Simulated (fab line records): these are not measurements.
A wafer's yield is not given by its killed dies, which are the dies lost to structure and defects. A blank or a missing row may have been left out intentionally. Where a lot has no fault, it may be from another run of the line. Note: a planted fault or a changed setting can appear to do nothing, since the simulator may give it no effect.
8D (eight disciplines) problem report, filled in by code    flow gf180mcu    the parts of the form that need people (team, actions taken, sign-off) are left out

1. THE ISSUE
Mean of chamber_pressure_pa at GF_M2_SPUTTER_04: 0.3170 Pa across 6 wafers in 2 lots; on wafers with no fault it is 0.3999 Pa (standard deviation 0.00086). That puts it -96 standard deviations away from the usual mean.
The step: material TiN, target thk 50 nm, time 41.7 s.
Seen first at day 23 09:46 on pvd_sputter-02, wafer L669.1. At this step, 18 wafers from 6 lots have a number in the record. By rule, "out" or "out of limits" means more than 4 standard deviations away from the usual mean. The rest of the wafers with a number are treated as sound.

2. WHAT IT IS; WHAT IT IS NOT
question                     is                      is not
which readings at this step  chamber_pressure_pa     -
which lots                   L669, L672              L659, L660, L675, L679
which wafers of those lots   all that have a number  -
read on which tools          pvd_sputter-02          pvd_sputter-03, pvd_sputter-04
when                         from day 23 09:46       up to then (6 sound wafers); but 6 sound wafers of L675, L679 came after

3. SUSPECTS, AND WHAT RULES EACH OUT
Counting: a tool stays on the suspect list if, at a process step up to the reading, it processed all lots that are out and no sound lot following the first of them.
- pvd_sputter-02 at GF_M2_SPUTTER_00 (material Ti, target thk 37.5 nm, time 150 s): kept. All lots that are out passed through it, beginning with L669 at day 23 09:35, and no sound lot followed; its final sound lot before that point was L660 at day 19 14:52.
- pvd_sputter-02 at GF_M2_SPUTTER_02 (material AlCu, target thk 450 nm, time 23.9 s): kept. All lots that are out passed through it, beginning with L669 at day 23 09:43, and no sound lot followed; its final sound lot before that point was L660 at day 19 14:59.
- pvd_sputter-02 at GF_M2_SPUTTER_04 (material TiN, target thk 50 nm, time 41.7 s): kept. All lots that are out passed through it, beginning with L669 at day 23 09:46, and no sound lot followed; its final sound lot before that point was L660 at day 19 15:02. Its own readings are out on those wafers: chamber_pressure_pa.
After the count, these remain: pvd_sputter-02 at GF_M2_SPUTTER_00, pvd_sputter-02 at GF_M2_SPUTTER_02 and pvd_sputter-02 at GF_M2_SPUTTER_04.

4. THE CAUSE (what the simulator had put in)
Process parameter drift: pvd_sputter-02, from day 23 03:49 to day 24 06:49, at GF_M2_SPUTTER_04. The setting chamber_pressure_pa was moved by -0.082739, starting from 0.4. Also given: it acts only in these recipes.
After counting, 3 suspects remain, this tool included.

5. THE CHAIN OF EFFECTS, in route order
Each row: a reading where the mean over the struck wafers with a number is more than 3 standard deviations away from the usual. Only readings whose record carries a usual standard deviation are examined. hours: median over the lots of the time between each lot's start at the first step of this table that gives one and its start at this step. sigmas: the change, counted in usual standard deviations.
hours  step              reading              usual      on struck wafers  change   sigmas
0      GF_M2_SPUTTER_04  chamber_pressure_pa  0.3999 Pa  0.3170            -0.0829  -96
0      GF_M2_SPUTTER_04  throttle_valve_pct   30.3 %     34.6              +4.3     +4.6
The process steps in it:
- GF_M2_SPUTTER_04: material TiN, target thk 50 nm, time 41.7 s.
Later steps that measure or inspect, where all struck wafers having a row at the step show a number for every such reading and not one has moved that far: GF_M2_RS_MEAS_05, GF_M2_THK_MEAS_06, GF_M2_CD_MEAS_14, GF_M2_OVL_MEAS_15, GF_V2_THK_MEAS_01, GF_V2_THK_MEAS_03, GF_V2_BOW_MEAS_05.

6. HOW IT WOULD HAVE BEEN CAUGHT EARLIER
The fault began at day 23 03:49; the first out-of-limits reading in this record came at day 23 09:46, 6 hours later.
